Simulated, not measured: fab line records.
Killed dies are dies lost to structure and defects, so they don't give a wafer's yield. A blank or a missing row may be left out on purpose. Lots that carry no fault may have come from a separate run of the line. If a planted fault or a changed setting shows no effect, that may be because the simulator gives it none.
Which tool did it? || flow sky130 || 14 lots, 42 wafers sampled, at 2 steps of a route of 708

WHAT EACH GAUGE READ, for each wafer
SKY_FIELD_ISO_THK_MEAS_04. Usual: for FIELD_ISO_CVD_03_THK the level is 165.1 nm and the standard deviation is 1.2.
{"lot": "L420", "measured": "day 1 14:26", "on": "film metro-01", "FIELD_ISO_CVD_03_THK (nm)": "165.3 165.6 165.3", "flag": ""}
{"lot": "L421", "measured": "day 1 19:20", "on": "film metro-01", "FIELD_ISO_CVD_03_THK (nm)": "165.8 167.4 166.7", "flag": ""}
{"lot": "L422", "measured": "day 2 00:43", "on": "film metro-01", "FIELD_ISO_CVD_03_THK (nm)": "163.7 164.8 164.4", "flag": ""}
{"lot": "L423", "measured": "day 2 06:15", "on": "film metro-03", "FIELD_ISO_CVD_03_THK (nm)": "165.0 166.0 164.9", "flag": ""}
{"lot": "L425", "measured": "day 2 16:52", "on": "film metro-03", "FIELD_ISO_CVD_03_THK (nm)": "164.0 164.1 164.1", "flag": ""}
{"lot": "L432", "measured": "day 4 05:28", "on": "film metro-04", "FIELD_ISO_CVD_03_THK (nm)": "164.9 165.3 165.4", "flag": ""}
{"lot": "L433", "measured": "day 4 08:08", "on": "film metro-01", "FIELD_ISO_CVD_03_THK (nm)": "165.9 165.2 166.1", "flag": ""}
{"lot": "L434", "measured": "day 4 12:20", "on": "film metro-03", "FIELD_ISO_CVD_03_THK (nm)": "165.6 165.6 165.7", "flag": ""}
{"lot": "L437", "measured": "day 5 17:11", "on": "film metro-01", "FIELD_ISO_CVD_03_THK (nm)": "164.7 163.6 164.9", "flag": ""}
{"lot": "L438", "measured": "day 5 17:11", "on": "film metro-04", "FIELD_ISO_CVD_03_THK (nm)": "164.4 163.9 166.3", "flag": ""}
{"lot": "L439", "measured": "day 5 23:22", "on": "film metro-01", "FIELD_ISO_CVD_03_THK (nm)": "166.6 166.6 167.0", "flag": ""}
{"lot": "L440", "measured": "day 5 23:22", "on": "film metro-04", "FIELD_ISO_CVD_03_THK (nm)": "164.1 163.5 164.3", "flag": ""}
{"lot": "L441", "measured": "day 6 04:46", "on": "film metro-03", "FIELD_ISO_CVD_03_THK (nm)": "162.7 163.7 164.1", "flag": ""}
{"lot": "L443", "measured": "day 6 09:23", "on": "film metro-03", "FIELD_ISO_CVD_03_THK (nm)": "166.4 166.5 166.7", "flag": ""}

SKY_PWDE_TW_MEAS_10. Usual: for PWDE_TW the level is 372.0 and the standard deviation is 2.3.
{"lot": "L420", "measured": "day 3 20:10", "on": "film metro-02", "PWDE_TW": "374.8 374.6 373.1", "flag": ""}
{"lot": "L421", "measured": "day 4 02:25", "on": "film metro-02", "PWDE_TW": "372.1 372.8 374.5", "flag": ""}
{"lot": "L422", "measured": "day 4 07:23", "on": "film metro-02", "PWDE_TW": "372.2 372.2 373.7", "flag": ""}
{"lot": "L423", "measured": "day 4 14:57", "on": "film metro-04", "PWDE_TW": "370.6 372.3 371.5", "flag": ""}
{"lot": "L425", "measured": "day 4 23:56", "on": "film metro-01", "PWDE_TW": "369.9 369.2 366.1", "flag": ""}
{"lot": "L432", "measured": "day 6 17:35", "on": "film metro-01", "PWDE_TW": "370.0 369.9 368.4", "flag": ""}
{"lot": "L433", "measured": "day 7 00:45", "on": "film metro-04", "PWDE_TW": "372.1 372.1 373.9", "flag": ""}
{"lot": "L434", "measured": "day 7 16:59", "on": "film metro-02", "PWDE_TW": "376.3 375.3 376.1", "flag": ""}
{"lot": "L437", "measured": "day 8 09:29", "on": "film metro-04", "PWDE_TW": "373.8 371.7 374.8", "flag": ""}
{"lot": "L438", "measured": "day 8 09:08", "on": "film metro-04", "PWDE_TW": "372.9 373.7 373.1", "flag": ""}
{"lot": "L439", "measured": "day 8 18:34", "on": "film metro-02", "PWDE_TW": "372.0 372.6 371.6", "flag": ""}
{"lot": "L440", "measured": "day 8 19:02", "on": "film metro-01", "PWDE_TW": "368.8 367.6 370.6", "flag": ""}
{"lot": "L441", "measured": "day 8 23:50", "on": "film metro-01", "PWDE_TW": "366.7 366.4 367.9", "flag": ""}
{"lot": "L443", "measured": "day 9 06:06", "on": "film metro-04", "PWDE_TW": "375.4 374.2 374.6", "flag": ""}

WHAT TOOL EACH LOT RAN ON (gives the tool, then ch and the chambers of the sampled wafers, and finally the start)
The record holds no process step before these readings.

AS READ BY THE TOOLS THEMSELVES (means over the sampled wafers that have a number; for cases with no such wafer, the mark the record gives instead)
The record holds no such reading with a usual standard deviation.

THE ANSWER, worked out from the rows above alone
Rule: lot off if the mean of its wafers having a number is beyond 3 standard deviations from the usual mean. Also off: a lot with no number at a reading for which 4 or more lots have one. The other lots that the step has rows for count as sound. First the gauges in route order, then the tools' own readings, where a lot's mean is used as printed above. The first step at which some lot is off is used, and at that step the reading that is off furthest; a lot without a number counts as furthest.
Across all readings shown, no lot is off: no conclusion can be drawn from this.

WHAT THE SIMULATOR HAD INSERTED
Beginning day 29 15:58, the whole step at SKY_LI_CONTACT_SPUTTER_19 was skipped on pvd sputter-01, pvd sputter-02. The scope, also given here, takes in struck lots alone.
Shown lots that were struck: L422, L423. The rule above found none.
